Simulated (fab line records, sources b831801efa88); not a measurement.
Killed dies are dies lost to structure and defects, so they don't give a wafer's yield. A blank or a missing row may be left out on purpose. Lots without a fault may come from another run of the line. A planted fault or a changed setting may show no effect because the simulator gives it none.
Problem report in the 8D (eight disciplines) form, filled by code | flow sfq_line | the parts of the form that need people (team, actions taken, sign-off) are left out

1. THE PROBLEM
bias_w at SFQ_TRILAYER_M3_ETCH_METAL_ETCH_078 reads a mean of 77.05 W on 6 wafers of 2 lots; wafers without a fault read 79.99 W with a standard deviation of 0.26. That is -11 standard deviations from the usual mean.
The step: etches Nb in Cl2/Ar, stops on SiO2, target depth 240 nm, time 120 s.
First seen on wafer L351.2, day 43 09:05, on rie_metal-02. The record holds 42 wafers of 14 lots with a number at this step. Rule for "out", or "out of limits": more than 4 standard deviations from the usual mean. The other wafers with a number count as sound.

2. WHAT IT IS AND WHAT IT IS NOT
question                    | is                     | is not
which readings at this step | bias_w                 | drypump_motor_current_A, oes_product_au
which lots                  | L351, L353             | L340, L342, L343, L346, L347, L352, L356, L358, L359, L360, L362, L363
which wafers of those lots  | all that have a number | -
read on which tools         | rie_metal-02           | rie_metal-03, rie_metal-04
when                        | from day 43 09:05      | up to then (15 sound wafers); but 21 sound wafers of L352, L356, L358, L359, L360, L362, L363 came after

3. SUSPECTS, AND WHAT RULES EACH OUT
Counting: a tool at a process step up to the reading stays a suspect if it ran every lot that is out and no sound lot after the first of them.
- rie_metal-02 at SFQ_TRILAYER_M3_ETCH_METAL_ETCH_078 (etches Nb in Cl2/Ar, stops on SiO2, target depth 240 nm, time 120 s): ruled out as a lasting fault. Sound lots L359, L362, L363 ran on it after its first lot that is out, L351 (day 43 09:05).
Left after counting: nothing in the record.

4. THE CAUSE (what the simulator had put in)
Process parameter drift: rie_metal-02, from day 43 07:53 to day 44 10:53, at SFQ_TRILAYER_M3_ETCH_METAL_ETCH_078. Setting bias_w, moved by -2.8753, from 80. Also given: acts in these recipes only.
Counting ruled it out, wrongly.

5. THE CHAIN OF EFFECTS, in route order
Each row: a reading whose mean over the struck wafers that have a number lies more than 3 standard deviations from the usual. Only readings for which the record gives a usual standard deviation are gone through. hours: the time from each lot's start at the first step in this table that gives one to its start at this step, as a median over the lots. sigmas: the change in usual standard deviations.
hours | step                                | reading | usual   | on struck wafers | change | sigmas
0     | SFQ_TRILAYER_M3_ETCH_METAL_ETCH_078 | bias_w  | 79.99 W | 77.05            | -2.94  | -11
The process steps in it:
- SFQ_TRILAYER_M3_ETCH_METAL_ETCH_078: etches Nb in Cl2/Ar, stops on SiO2, target depth 240 nm, time 120 s.

6. WHAT WOULD HAVE CAUGHT IT SOONER
In this record the first reading out of limits was taken at day 43 09:05, 1 hour after the fault began at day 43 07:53.
